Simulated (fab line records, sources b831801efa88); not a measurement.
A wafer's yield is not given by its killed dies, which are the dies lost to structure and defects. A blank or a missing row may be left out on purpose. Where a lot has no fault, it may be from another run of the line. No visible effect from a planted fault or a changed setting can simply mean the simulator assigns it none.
One fault seen from 2 desks / flow sky130 / each desk has only its own numbers; what lay behind them comes last

== THE METROLOGY DESK ==
What the gauges read for every lot (on any tool): the sampled wafers with a number, averaged. A lot is out of limits, marked OUT, if its mean lies more than 4 standard deviations from the usual mean; the brackets give that distance.
Columns: A = VIA4_W_THK at SKY_VIA4_THK_MEAS_20, usual 497 nm; B = PASSIVATION_CVD_00_THK at SKY_PASSIVATION_THK_MEAS_01, usual 89.6 nm
lot=L257; first seen here=day 43 06:21; A=503; B=90.7
lot=L258; first seen here=day 43 09:19; A=494; B=88.4
lot=L259; first seen here=day 43 13:33; A=503; B=88.8
lot=L261; first seen here=day 44 13:55; A=483; B=88.1
lot=L263; first seen here=day 45 03:43; A=503; B=89.8
lot=L264; first seen here=day 45 11:10; A=497; B=89.4
lot=L265; first seen here=day 45 12:42; A=493; B=89.8
lot=L267; first seen here=day 46 01:28; A=496; B=89.2
lot=L269; first seen here=day 46 14:07; A=496; B=90.3
lot=L275; first seen here=day 47 22:21; A=492; B=89.9
lot=L277; first seen here=day 48 09:13; A=505; B=89.7
lot=L279; first seen here=day 48 15:48; A=493; B=88.5
This desk's verdict: no lot among the 12 shows anything out of limits.

== AT THE TOOL OWNER'S DESK: plasma_asher-04 ==
The tool's own readings at SKY_CAP2M_STRIP_14 (strips in O2/N2): means of the sampled wafers that have a number, for each lot that ran on this tool. A lot is out of limits, marked OUT, if its mean lies more than 4 standard deviations from the usual mean; the brackets give that distance.
Columns: A = drypump_motor_current_A at SKY_CAP2M_STRIP_14, usual 5.5 A; B = oes_product_au at SKY_CAP2M_STRIP_14, usual 0.711 a.u.; C = strip_time_to_endpoint_s at SKY_CAP2M_STRIP_14, usual 12.67 s
lot=L257; first seen here=day 41 03:16; A=5.3; B=0.713; C=12.64
lot=L264; first seen here=day 43 10:31; A=5.3; B=0.708; C=12.63
lot=L267; first seen here=day 44 01:53; A=5.3; B=0.716; C=12.65
lot=L269; first seen here=day 44 17:14; A=5.3; B=0.711; C=12.67
lot=L279; first seen here=day 46 21:45; A=5.3; B=0.710; C=12.66
This desk's verdict: no lot among the 5 shows anything out of limits.

== BROUGHT TOGETHER ==
Metrology desk: nothing out of limits seen.
The desk of the tool owner found nothing out of limits.

== WHAT THE SIMULATOR HAD INSERTED ==
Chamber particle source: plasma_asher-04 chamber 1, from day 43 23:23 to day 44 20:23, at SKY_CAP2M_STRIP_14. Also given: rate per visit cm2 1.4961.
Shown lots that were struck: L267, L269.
